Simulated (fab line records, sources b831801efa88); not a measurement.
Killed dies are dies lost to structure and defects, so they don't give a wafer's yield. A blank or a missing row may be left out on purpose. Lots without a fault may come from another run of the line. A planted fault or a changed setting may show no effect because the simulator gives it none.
One fault seen from 2 desks | flow gf180mcu | each desk has only its own numbers; what lay behind them comes last

THE METROLOGY DESK
What the gauges read, lot by lot, whatever tool the lot ran on: means of the sampled wafers that have a number. A lot is out of limits, marked OUT, if its mean lies more than 4 standard deviations from the usual mean; the brackets give that distance.
Columns: A = cd_nm at GF_CONTACT_CD_MEAS_14, usual 220.1 nm; B = CONTACT_W_RS at GF_CONTACT_RS_MEAS_25, usual 0.383 ohm/sq
lot  | first seen here | A     | B
L100 | day 16 00:30    | 221.5 | 0.386
L101 | day 16 04:43    | 220.0 | 0.388
L102 | day 16 19:42    | 219.6 | 0.378
L103 | day 17 05:25    | 218.3 | 0.394
L104 | day 17 11:20    | 221.4 | 0.386
L105 | day 17 21:10    | 218.2 | 0.386
L107 | day 18 16:32    | 218.7 | 0.379
L108 | day 19 04:25    | 218.4 | 0.380
L112 | day 20 15:04    | 220.7 | 0.389
L115 | day 22 02:35    | 218.4 | 0.380
L117 | day 22 12:59    | 220.6 | 0.372
L119 | day 23 03:54    | 219.1 | 0.385
L122 | day 24 00:22    | 219.4 | 0.379
This desk's finding: nothing out of limits on any of the 13 lots.

THE TOOL OWNER'S DESK: pvd_sputter-04
The tool's own readings at GF_M1_SPUTTER_04 (material TiN, target thk 50 nm, time 41.7 s): means of the sampled wafers that have a number, for each lot that ran on this tool. A lot is out of limits, marked OUT, if its mean lies more than 4 standard deviations from the usual mean; the brackets give that distance.
Columns: A = cathode_dc_power_W at GF_M1_SPUTTER_04, usual 6500.0 W; B = throttle_valve_pct at GF_M1_SPUTTER_04, usual 30.6 %
lot  | first seen here | A                        | B
L105 | day 17 22:43    | 6499.2                   | 31.1
L112 | day 20 16:32    | 6500.3                   | 30.5
L115 | day 22 04:02    | 6819.0 (+99 or more) OUT | 31.4
L117 | day 22 14:27    | 6819.0 (+99 or more) OUT | 30.2
This desk's finding: out of limits on L115, L117; first on L115, day 22 04:02 (cathode_dc_power_W at GF_M1_SPUTTER_04). In limits: L105, L112.

PUT TOGETHER
The tool owner's desk could have raised an alarm at day 22 04:02, on L115, L117.
The metrology desk saw nothing out of limits.
The metrology desk has L115, L117 on record, within its limits.
Of the lots named, all ran GF_M1_SPUTTER_04 on pvd_sputter-04.

WHAT THE SIMULATOR HAD PUT IN
Process parameter drift: pvd_sputter-04, from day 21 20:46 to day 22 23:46, at GF_M1_SPUTTER_04. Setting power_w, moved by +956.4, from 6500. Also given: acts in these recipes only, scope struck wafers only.
Lots struck among those shown: L115, L117.
Hours from the fault's start to each desk's first reading out of limits: the tool owner's desk, 7.
